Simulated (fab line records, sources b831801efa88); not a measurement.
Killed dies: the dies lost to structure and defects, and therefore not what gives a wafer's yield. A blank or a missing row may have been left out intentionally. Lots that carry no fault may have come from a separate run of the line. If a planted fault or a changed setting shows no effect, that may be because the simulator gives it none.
fab line records	flow sky130	part 1 of 2: steps 1 to 27 of 35
record: lots: 5	wafers: 15	last-day: 48
route steps=708 shown CAPM@538 METAL3@555
lots with no fault: from the same line, run without faults
start-h: hours from the record's first day to the start of the lot's first wafer shown	wait-h: how many hours have passed since the lot's step before this one	" same as the row above	L1.1+2: several wafers, shown together as one row	- value missing, or start not given	* or withheld: withheld	< > ~ a bound
route shown NAME@n: NAME is a module with steps in the file, n the number in the route of the first one	usual: average and standard deviation across the fault-free wafers	same: alike in all rows	chamber/n: place in a boat	sites: each site's reading	_std_site: their standard deviation	_edge_site: mean of outer sites minus mean of inner sites	radius-mm: for every site, how far away it sits from the centre of the wafer	mask NAME#n: copy n	behind: the most recent tool/chamber to have shaped the wafer	hold: the reason the lot was held/the length of the hold in hours/how it ended	device: the transistor (n, p or np) that didn't switch	end of line: tests run on the same wafers once the route is complete	a step without rows: its recipe alone	killed: the dies lost at the first sort to structure and to defects; this is not the yield of the wafer	map: dies across one wafer; x = killed, . = not, _ = none there
set.NAME: the run value of the setting; set.NAME@STEP: its run value at that earlier step	model.NAME: the simulator's own value behind a step, which no gauge read
lots at some steps of the route; a table a step, a row a wafer
services: when a tool's chamber went out of use (start-h, in hours from the record's first day, below 0 if earlier), for how many hours, and the reason
== steps ==
step: SKY_CAPM_THK_MEAS_01
recipe: reads: SiO2_of_CAPM_CVD_00
usual: CAPM_CVD_00_THK: 15.50/0.21
lot.wafer	tool	chamber	start-h	wait-h	CAPM_CVD_00_THK[nm]
L077.2	film-metro-01	-	889.15	-	15.52
L077.4	"	-	"	"	15.62
L077.5	"	-	"	"	15.80
L078.1	film-metro-01	-	891.74	-	15.02
L078.3	"	-	"	"	15.17
L078.5	"	-	"	"	15.37
L080.3	film-metro-02	-	896.78	-	15.76
L080.5	"	-	"	"	15.66
L080.6	"	-	"	"	15.53
L084.2	film-metro-01	-	924.27	-	15.26
L084.3	"	-	"	"	15.29
L084.5	"	-	"	"	15.65
L086.1	film-metro-02	-	946.79	-	15.20
L086.2	"	-	"	"	15.20
L086.3	"	-	"	"	15.19
step: SKY_CAPM_SPUTTER_02
recipe: material: TiN	target-thk-nm: 200	temp-c: 300	power-w: 6500	time-s: 166.7	chamber-pressure-pa: 0.4
usual: cathode-dc-power-W: 6500.1/1.1	throttle-valve-pct: 29.8/0.83
lot.wafer	tool	chamber	start-h	wait-h	cathode-dc-power-W	throttle-valve-pct
L077.2	pvd-sputter-02	-	889.20	0.0	6499.1	31.3
L077.4	"	-	"	"	6498.1	29.7
L077.5	"	-	"	"	6499.9	31.0
L078.1	pvd-sputter-03	-	891.80	0.1	6500.4	29.4
L078.3	"	-	"	"	6501.1	28.7
L078.5	"	-	"	"	6499.2	30.8
L080.3	pvd-sputter-03	-	896.82	0.0	6501.3	28.7
L080.5	"	-	"	"	6500.6	29.0
L080.6	"	-	"	"	6500.4	29.2
L084.2	pvd-sputter-03	-	924.32	0.0	6499.6	30.9
L084.3	"	-	"	"	6500.3	29.7
L084.5	"	-	"	"	6499.9	29.3
L086.1	pvd-sputter-03	-	946.85	0.1	6499.2	28.7
L086.2	"	-	"	"	6500.1	30.8
L086.3	"	-	"	"	6500.6	29.5
step: SKY_CAPM_RS_MEAS_03
recipe: thk-meas-gauge: four-point-probe	reads: TiN_of_CAPM_SPUTTER_02
usual: CAPM_TIN_RS: 6.89/0.07
lot.wafer	tool	chamber	start-h	wait-h	CAPM_TIN_RS[ohm/sq]
L077.2	film-metro-02	-	889.33	0.1	6.99
L077.4	"	-	"	"	7.01
L077.5	"	-	"	"	6.95
L078.1	film-metro-02	-	891.91	0.1	6.94
L078.3	"	-	"	"	6.89
L078.5	"	-	"	"	6.91
L080.3	film-metro-01	-	896.97	0.1	6.82
L080.5	"	-	"	"	6.73
L080.6	"	-	"	"	6.79
L084.2	film-metro-02	-	924.45	0.1	6.89
L084.3	"	-	"	"	6.95
L084.5	"	-	"	"	6.91
L086.1	film-metro-01	-	946.96	0.1	6.95
L086.2	"	-	"	"	6.92
L086.3	"	-	"	"	6.94
step: SKY_CAPM_THK_MEAS_04
recipe: thk-meas-gauge: xrf	reads: TiN_of_CAPM_SPUTTER_02
usual: CAPM_TIN_THK: 202.1/2.1
lot.wafer	tool	chamber	start-h	wait-h	CAPM_TIN_THK[nm]
L077.2	film-metro-02	-	889.44	0.1	200.5
L077.4	"	-	"	"	199.4
L077.5	"	-	"	"	200.1
L078.1	film-metro-02	-	892.03	0.1	201.1
L078.3	"	-	"	"	202.2
L078.5	"	-	"	"	201.3
L080.3	film-metro-01	-	897.07	0.1	204.7
L080.5	"	-	"	"	208.1
L080.6	"	-	"	"	206.3
L084.2	film-metro-02	-	924.56	0.1	201.8
L084.3	"	-	"	"	201.5
L084.5	"	-	"	"	201.5
L086.1	film-metro-01	-	947.08	0.1	201.9
L086.2	"	-	"	"	203.1
L086.3	"	-	"	"	202.2
step: SKY_CAPM_DEHYDRATE_05
recipe: temp-c: 200	time-s: 60
usual: exhaust-pa: 44.8/0.91
lot.wafer	tool	chamber	start-h	wait-h	exhaust-pa
L077.2	litho-track-01	0	901.58	12.1	45.6
L077.4	"	0	"	"	45.4
L077.5	"	0	"	"	44.9
L078.1	litho-track-03	0	903.88	11.8	44.2
L078.3	"	0	"	"	46.3
L078.5	"	0	"	"	45.5
L080.3	litho-track-01	0	909.41	12.3	43.0
L080.5	"	0	"	"	44.0
L080.6	"	0	"	"	43.7
L084.2	litho-track-04	0	936.18	11.6	44.2
L084.3	"	0	"	"	45.3
L084.5	"	0	"	"	45.8
L086.1	litho-track-03	0	959.48	12.4	44.5
L086.2	"	0	"	"	44.1
L086.3	"	0	"	"	44.5
step: SKY_CAPM_HMDS_06
recipe: prime-time-s: 60	prime-temp-c: 120
usual: exhaust-pa: 44.9/0.95
lot.wafer	tool	chamber	start-h	wait-h	exhaust-pa
L077.2	litho-track-01	0	901.73	0.1	47.0
L077.4	"	0	"	"	46.0
L077.5	"	0	"	"	45.7
L078.1	litho-track-03	0	904.03	0.1	45.5
L078.3	"	0	"	"	44.6
L078.5	"	0	"	"	44.7
L080.3	litho-track-01	0	909.56	0.1	45.2
L080.5	"	0	"	"	45.7
L080.6	"	0	"	"	46.1
L084.2	litho-track-04	0	936.33	0.1	45.2
L084.3	"	0	"	"	45.3
L084.5	"	0	"	"	43.5
L086.1	litho-track-03	0	959.63	0.1	43.9
L086.2	"	0	"	"	44.3
L086.3	"	0	"	"	43.6
step: SKY_CAPM_COAT_07
recipe: resist: NOVOLAK	spin-rpm: 3000	resist-thk-nm: 1140
usual: exhaust-pa: 45.2/0.77
lot.wafer	tool	chamber	start-h	wait-h	exhaust-pa
L077.2	litho-track-01	0	901.88	0.1	44.0
L077.4	"	0	"	"	46.3
L077.5	"	0	"	"	45.4
L078.1	litho-track-03	0	904.18	0.1	46.0
L078.3	"	0	"	"	46.1
L078.5	"	0	"	"	45.6
L080.3	litho-track-01	0	909.71	0.1	45.5
L080.5	"	0	"	"	46.4
L080.6	"	0	"	"	44.2
L084.2	litho-track-04	0	936.48	0.1	45.8
L084.3	"	0	"	"	44.7
L084.5	"	0	"	"	43.8
L086.1	litho-track-03	0	959.78	0.1	44.8
L086.2	"	0	"	"	45.6
L086.3	"	0	"	"	45.7
step: SKY_CAPM_SOFTBAKE_08
recipe: temp-c: 90	time-s: 60	resist: NOVOLAK
usual: exhaust-pa: 45.0/0.9
lot.wafer	tool	chamber	start-h	wait-h	exhaust-pa
L077.2	litho-track-01	0	902.03	0.1	45.3
L077.4	"	0	"	"	44.0
L077.5	"	0	"	"	44.7
L078.1	litho-track-03	0	904.33	0.1	45.0
L078.3	"	0	"	"	44.4
L078.5	"	0	"	"	44.9
L080.3	litho-track-01	0	909.86	0.1	46.4
L080.5	"	0	"	"	44.7
L080.6	"	0	"	"	45.0
L084.2	litho-track-04	0	936.63	0.1	44.4
L084.3	"	0	"	"	45.6
L084.5	"	0	"	"	44.9
L086.1	litho-track-03	0	959.93	0.1	43.1
L086.2	"	0	"	"	42.9
L086.3	"	0	"	"	44.1
step: SKY_CAPM_EXPOSE_09
recipe: mask-id: CAPM	na: 0.6	source-shape: conventional	sigma-outer: 0.6	polarization: unpolarized	target-cd-nm: 1000	dose-mj: 159
lot.wafer	tool	chamber	start-h	wait-h	mask
L077.2+4+5	iline-stepper-02	0	-	-	CAPM#0
L078.1+3+5	iline-stepper-02	0	-	-	CAPM#0
L080.3+5+6	iline-stepper-02	0	-	-	CAPM#0
L084.2+3+5	iline-stepper-01	0	-	-	CAPM#0
L086.1+2+3	iline-stepper-02	0	-	-	CAPM#0
step: SKY_CAPM_PEB_10
recipe: temp-c: withheld	time-s: *	resist: NOVOLAK
usual: exhaust-pa: 45.0/0.85
lot.wafer	tool	chamber	start-h	wait-h	exhaust-pa
L077.2	litho-track-03	0	-	-	44.6
L077.4	"	0	"	"	45.7
L077.5	"	0	"	"	44.2
L078.1	litho-track-04	0	-	-	44.7
L078.3	"	0	"	"	45.4
L078.5	"	0	"	"	43.9
L080.3	litho-track-01	0	-	-	44.6
L080.5	"	0	"	"	44.8
L080.6	"	0	"	"	45.0
L084.2	litho-track-03	0	-	-	45.3
L084.3	"	0	"	"	45.8
L084.5	"	0	"	"	44.6
L086.1	litho-track-04	0	-	-	45.3
L086.2	"	0	"	"	44.1
L086.3	"	0	"	"	44.9
step: SKY_CAPM_DEVELOP_11
recipe: resist: NOVOLAK	developer: TMAH	develop-time-s: 60	dev-temp-c: 23
usual: exhaust-pa: 44.9/0.9
lot.wafer	tool	chamber	start-h	wait-h	exhaust-pa
L077.2	litho-track-03	0	914.15	0.1	45.4
L077.4	"	0	"	"	44.5
L077.5	"	0	"	"	43.9
L078.1	litho-track-04	0	916.56	0.1	44.2
L078.3	"	0	"	"	45.7
L078.5	"	0	"	"	44.4
L080.3	litho-track-01	0	921.11	0.1	45.1
L080.5	"	0	"	"	45.5
L080.6	"	0	"	"	44.9
L084.2	litho-track-03	0	948.05	0.1	44.3
L084.3	"	0	"	"	44.3
L084.5	"	0	"	"	44.2
L086.1	litho-track-04	0	970.81	0.1	44.7
L086.2	"	0	"	"	44.8
L086.3	"	0	"	"	45.3
step: SKY_CAPM_OVL_MEAS_12
usual: CAPM_OVL: 0.4/1.2
lot.wafer	tool	chamber	start-h	wait-h	CAPM_OVL[nm]
L077.2	overlay-01	-	914.28	0.1	0.0
L077.4	"	-	"	"	2.0
L077.5	"	-	"	"	-2.0
L078.1	overlay-01	-	916.71	0.1	-1.0
L078.3	"	-	"	"	-1.6
L078.5	"	-	"	"	-0.8
L080.3	overlay-01	-	921.22	0.1	1.2
L080.5	"	-	"	"	-0.6
L080.6	"	-	"	"	0.5
L084.2	overlay-02	-	948.18	0.1	1.5
L084.3	"	-	"	"	1.9
L084.5	"	-	"	"	0.9
L086.1	overlay-02	-	970.96	0.1	0.8
L086.2	"	-	"	"	1.7
L086.3	"	-	"	"	1.2
step: SKY_CAPM_METAL_ETCH_13
recipe: target-depth-nm: 220	stop-on: SiO2	chemistry: Cl2/BCl3	target: TiN	pressure-mtorr: 10	icp-w: 900	bias-w: 48.5	Cl2_flow_sccm: 60	bcl3-flow-sccm: 30	time-s: 62.9
usual: bias-w: 48.53/0.13	drypump-motor-current-A: 5.7/0.51	oes-product-au: 0.943/0.0073	throttle-valve-pct: 21.901/0.01
lot.wafer	tool	chamber	start-h	wait-h	bias-w	drypump-motor-current-A	oes-product-au	rf-hours-counter-h	throttle-valve-pct
L077.2	rie-metal-04	0	914.31	0.0	48.39	4.9	0.938	16	21.913
L077.4	"	1	"	"	48.30	5.3	0.934	-	21.882
L077.5	"	0	"	"	48.42	4.9	0.936	-	21.895
L078.1	rie-metal-04	0	916.74	0.0	48.67	4.9	0.938	16	21.928
L078.3	"	0	"	"	48.25	4.9	0.937	-	21.885
L078.5	"	1	"	"	48.82	5.3	0.942	-	21.895
L080.3	rie-metal-02	0	921.27	0.0	48.61	5.7	0.955	-	21.892
L080.5	"	1	"	"	48.51	6.2	0.961	-	21.893
L080.6	"	0	"	"	48.36	5.7	0.951	-	21.898
L084.2	rie-metal-04	0	948.21	0.0	48.40	4.9	0.944	0	21.889
L084.3	"	1	"	"	48.79	5.3	0.941	-	21.895
L084.5	"	0	"	"	48.61	4.9	0.938	-	21.910
L086.1	rie-metal-04	0	971.00	0.0	48.77	4.9	0.939	1	21.896
L086.2	"	0	"	"	48.46	4.9	0.944	-	21.907
L086.3	"	0	"	"	48.58	4.9	0.933	-	21.911
step: SKY_CAPM_STRIP_14
recipe: chemistry: O2/N2	power-w: 1400	pressure-mtorr: 1500	platen-temp-c: withheld	o2-flow-sccm: 3000	n2-flow-sccm: 300	overash-fraction: 0.5
usual: drypump-motor-current-A: 5.8/0.61	n2-flow-sccm: 299.9/1	o2-flow-sccm: 3001/8.5	oes-product-au: 0.710/0.0046	strip-time-to-endpoint-s: 12.63/0.055
lot.wafer	tool	chamber	start-h	wait-h	drypump-motor-current-A	n2-flow-sccm	o2-flow-sccm	oes-product-au	rf-hours-counter-h	strip-time-to-endpoint-s
L077.2	plasma-asher-04	1	914.39	0.1	5.2	298.5	2987	0.704	111	12.68
L077.4	"	0	"	"	6.1	298.9	3010	0.710	-	12.67
L077.5	"	1	"	"	5.2	298.6	2997	0.709	-	12.68
L078.1	plasma-asher-03	0	916.82	0.1	5.2	299.3	3008	0.713	78	12.63
L078.3	"	0	"	"	5.2	300.7	3005	0.707	-	12.63
L078.5	"	1	"	"	6.5	300.1	2987	0.714	-	12.66
L080.3	plasma-asher-01	1	921.35	0.1	6.6	300.9	3006	0.707	-	12.70
L080.5	"	1	"	"	6.6	299.2	3000	0.710	-	12.67
L080.6	"	0	"	"	5.3	302.9	2993	0.705	-	12.67
L084.2	plasma-asher-01	1	948.29	0.1	6.6	299.7	3000	0.707	20	12.59
L084.3	"	1	"	"	6.5	299.9	2996	0.708	-	12.63
L084.5	"	1	"	"	6.5	300.8	2989	0.718	-	12.61
L086.1	plasma-asher-01	1	971.15	0.1	6.5	300.2	2998	0.716	22	12.59
L086.2	"	0	"	"	5.3	300.5	2990	0.712	22	12.59
L086.3	"	1	"	"	6.5	298.6	3004	0.711	-	12.50
step: SKY_CAPM_STRIP_15
recipe: chemistry: post-etch-residue-remover	time-s: 1200	temp-c: 72.5
lot.wafer	tool	chamber	start-h	wait-h
L077.2+4+5	wet-bench-02	0	914.49	0.1
L078.1+3+5	wet-bench-03	1	916.92	0.1
L080.3+5+6	wet-bench-02	2	921.42	0.0
L084.2+3+5	wet-bench-01	0	948.39	0.1
L086.1+2+3	wet-bench-01	1	971.28	0.1
step: SKY_CAPM_CLEAN_16
recipe: chemistry: IPA	time-s: 180	temp-c: 25
lot.wafer	tool	chamber	start-h	wait-h
L077.2+4+5	wet-bench-01	2	914.86	0.0
L078.1+3+5	wet-bench-01	2	917.26	0.0
L080.3+5+6	wet-bench-03	1	921.76	0.0
L084.2+3+5	wet-bench-03	0	948.73	0.0
L086.1+2+3	wet-bench-02	2	971.66	0.0
step: SKY_CAPM_CLEAN_17
recipe: chemistry: O3/DIW	dry: n2-spin
lot.wafer	tool	chamber	start-h	wait-h
L077.2+4+5	wet-bench-02	3	914.93	0.0
L078.1+3+5	wet-bench-03	1	917.33	0.0
L080.3+5+6	wet-bench-01	1	921.82	0.0
L084.2+3+5	wet-bench-01	1	948.79	0.0
L086.1+2+3	wet-bench-02	2	971.73	0.0
step: SKY_METAL3_DEHYDRATE_05
recipe: temp-c: 200	time-s: 60
usual: exhaust-pa: 45.0/0.78
lot.wafer	tool	chamber	start-h	wait-h	exhaust-pa
L077.2	litho-track-03	0	926.40	11.4	45.4
L077.4	"	0	"	"	45.8
L077.5	"	0	"	"	44.8
L078.1	litho-track-02	0	929.34	11.9	45.0
L078.3	"	0	"	"	45.1
L078.5	"	0	"	"	44.8
L080.3	litho-track-02	0	934.44	12.5	44.8
L080.5	"	0	"	"	45.2
L080.6	"	0	"	"	44.6
L084.2	litho-track-03	0	960.90	12.0	45.5
L084.3	"	0	"	"	44.1
L084.5	"	0	"	"	46.5
L086.1	litho-track-04	0	982.36	10.5	44.7
L086.2	"	0	"	"	45.2
L086.3	"	0	"	"	46.0
step: SKY_METAL3_HMDS_06
recipe: prime-time-s: 60	prime-temp-c: 120
usual: exhaust-pa: 45.1/0.89
lot.wafer	tool	chamber	start-h	wait-h	exhaust-pa
L077.2	litho-track-03	0	926.55	0.1	46.3
L077.4	"	0	"	"	44.1
L077.5	"	0	"	"	45.0
L078.1	litho-track-02	0	929.49	0.1	44.2
L078.3	"	0	"	"	44.8
L078.5	"	0	"	"	45.0
L080.3	litho-track-02	0	934.59	0.1	46.8
L080.5	"	0	"	"	45.1
L080.6	"	0	"	"	45.8
L084.2	litho-track-03	0	961.05	0.1	45.2
L084.3	"	0	"	"	46.5
L084.5	"	0	"	"	45.7
L086.1	litho-track-04	0	982.51	0.1	44.7
L086.2	"	0	"	"	45.0
L086.3	"	0	"	"	46.1
step: SKY_METAL3_COAT_07
recipe: resist: BARC	temp-c: withheld	time-s: withheld	spin-rpm: 3000	resist-thk-nm: 60
usual: exhaust-pa: 44.9/0.83
lot.wafer	tool	chamber	start-h	wait-h	exhaust-pa
L077.2	litho-track-03	0	926.70	0.1	44.1
L077.4	"	0	"	"	44.9
L077.5	"	0	"	"	44.8
L078.1	litho-track-02	0	929.64	0.1	45.1
L078.3	"	0	"	"	44.2
L078.5	"	0	"	"	44.6
L080.3	litho-track-02	0	934.74	0.1	46.1
L080.5	"	0	"	"	45.2
L080.6	"	0	"	"	45.3
L084.2	litho-track-03	0	961.20	0.1	45.3
L084.3	"	0	"	"	46.5
L084.5	"	0	"	"	44.0
L086.1	litho-track-04	0	982.66	0.1	43.6
L086.2	"	0	"	"	44.9
L086.3	"	0	"	"	43.2
step: SKY_METAL3_COAT_08
recipe: resist: KrF-thick	spin-rpm: 3000	resist-thk-nm: 1140
usual: exhaust-pa: 44.9/1
lot.wafer	tool	chamber	start-h	wait-h	exhaust-pa
L077.2	litho-track-03	0	-	-	44.2
L077.4	"	0	"	"	44.1
L077.5	"	0	"	"	45.7
L078.1	litho-track-02	0	-	-	44.3
L078.3	"	0	"	"	43.1
L078.5	"	0	"	"	43.9
L080.3	litho-track-02	0	-	-	46.4
L080.5	"	0	"	"	45.3
L080.6	"	0	"	"	44.6
L084.2	litho-track-03	0	-	-	44.3
L084.3	"	0	"	"	43.4
L084.5	"	0	"	"	44.9
L086.1	litho-track-04	0	-	-	43.4
L086.2	"	0	"	"	45.1
L086.3	"	0	"	"	44.3
step: SKY_METAL3_SOFTBAKE_09
recipe: temp-c: 100	time-s: 90	resist: KrF-thick
usual: exhaust-pa: 44.8/0.87
lot.wafer	tool	chamber	start-h	wait-h	exhaust-pa
L077.2	litho-track-03	0	-	-	43.2
L077.4	"	0	"	"	44.0
L077.5	"	0	"	"	42.4
L078.1	litho-track-02	0	-	-	44.7
L078.3	"	0	"	"	47.0
L078.5	"	0	"	"	44.8
L080.3	litho-track-02	0	-	-	43.8
L080.5	"	0	"	"	45.3
L080.6	"	0	"	"	45.3
L084.2	litho-track-03	0	-	-	43.7
L084.3	"	0	"	"	45.0
L084.5	"	0	"	"	44.8
L086.1	litho-track-04	0	-	-	45.2
L086.2	"	0	"	"	44.3
L086.3	"	0	"	"	45.6
step: SKY_METAL3_EXPOSE_10
recipe: mask-id: MM3	na: 0.68	source-shape: annular	sigma-inner: 0.4	sigma-outer: 0.8	target-cd-nm: 300	dose-mj: 28
same: sigma-inner: 0.4
lot.wafer	tool	chamber	start-h	wait-h	mask
L077.2+4+5	krf-scanner-02	0	-	-	MM3#0
L078.1+3+5	krf-scanner-02	0	-	-	MM3#0
L080.3+5+6	krf-scanner-01	0	-	-	MM3#0
L084.2+3+5	krf-scanner-01	0	-	-	MM3#0
L086.1+2+3	krf-scanner-01	0	-	-	MM3#0
step: SKY_METAL3_PEB_11
recipe: peb-temp-c: withheld	peb-time-s: withheld	resist: KrF-thick
usual: exhaust-pa: 44.9/0.8
lot.wafer	tool	chamber	start-h	wait-h	exhaust-pa
L077.2	litho-track-02	0	-	-	45.2
L077.4	"	0	"	"	45.2
L077.5	"	0	"	"	45.6
L078.1	litho-track-03	0	-	-	44.6
L078.3	"	0	"	"	45.1
L078.5	"	0	"	"	44.6
L080.3	litho-track-03	0	-	-	44.8
L080.5	"	0	"	"	45.4
L080.6	"	0	"	"	45.0
L084.2	litho-track-04	0	-	-	44.5
L084.3	"	0	"	"	44.5
L084.5	"	0	"	"	45.2
L086.1	litho-track-03	0	-	-	43.7
L086.2	"	0	"	"	44.0
L086.3	"	0	"	"	43.1
step: SKY_METAL3_DEVELOP_12
recipe: develop-time-s: 60	resist: KrF-thick	dev-temp-c: 21
usual: exhaust-pa: 45.0/0.93
lot.wafer	tool	chamber	start-h	wait-h	exhaust-pa
L077.2	litho-track-02	0	-	-	44.7
L077.4	"	0	"	"	45.3
L077.5	"	0	"	"	45.3
L078.1	litho-track-03	0	-	-	43.5
L078.3	"	0	"	"	44.2
L078.5	"	0	"	"	44.9
L080.3	litho-track-03	0	-	-	44.8
L080.5	"	0	"	"	45.3
L080.6	"	0	"	"	44.6
L084.2	litho-track-04	0	-	-	44.5
L084.3	"	0	"	"	44.6
L084.5	"	0	"	"	43.8
L086.1	litho-track-03	0	-	-	44.2
L086.2	"	0	"	"	44.1
L086.3	"	0	"	"	44.0
step: SKY_METAL3_CD_MEAS_13
recipe: target-cd-nm: 300
usual: cd-nm: 300.0/1.7
lot.wafer	tool	chamber	start-h	wait-h	cd-nm
L077.2	cd-sem-02	-	939.16	-	300.0
L077.4	"	-	"	"	300.4
L077.5	"	-	"	"	300.1
L078.1	cd-sem-02	-	942.28	-	301.0
L078.3	"	-	"	"	300.9
L078.5	"	-	"	"	301.5
L080.3	cd-sem-02	-	946.12	-	301.0
L080.5	"	-	"	"	298.5
L080.6	"	-	"	"	300.0
L084.2	cd-sem-02	-	972.93	-	301.0
L084.3	"	-	"	"	301.7
L084.5	"	-	"	"	299.9
L086.1	cd-sem-02	-	995.03	-	298.4
L086.2	"	-	"	"	298.5
L086.3	"	-	"	"	299.3
step: SKY_METAL3_OVL_MEAS_14
usual: METAL3_OVL: 1/5.9
lot.wafer	tool	chamber	start-h	wait-h	METAL3_OVL[nm]
L077.2	overlay-01	-	939.27	0.1	1
L077.4	"	-	"	"	5
L077.5	"	-	"	"	12
L078.1	overlay-02	-	942.40	0.1	8
L078.3	"	-	"	"	13
L078.5	"	-	"	"	10
L080.3	overlay-01	-	946.21	0.1	7
L080.5	"	-	"	"	8
L080.6	"	-	"	"	-3
L084.2	overlay-01	-	973.04	0.1	-4
L084.3	"	-	"	"	-6
L084.5	"	-	"	"	-6
L086.1	overlay-02	-	995.15	0.1	-4
L086.2	"	-	"	"	6
L086.3	"	-	"	"	-8
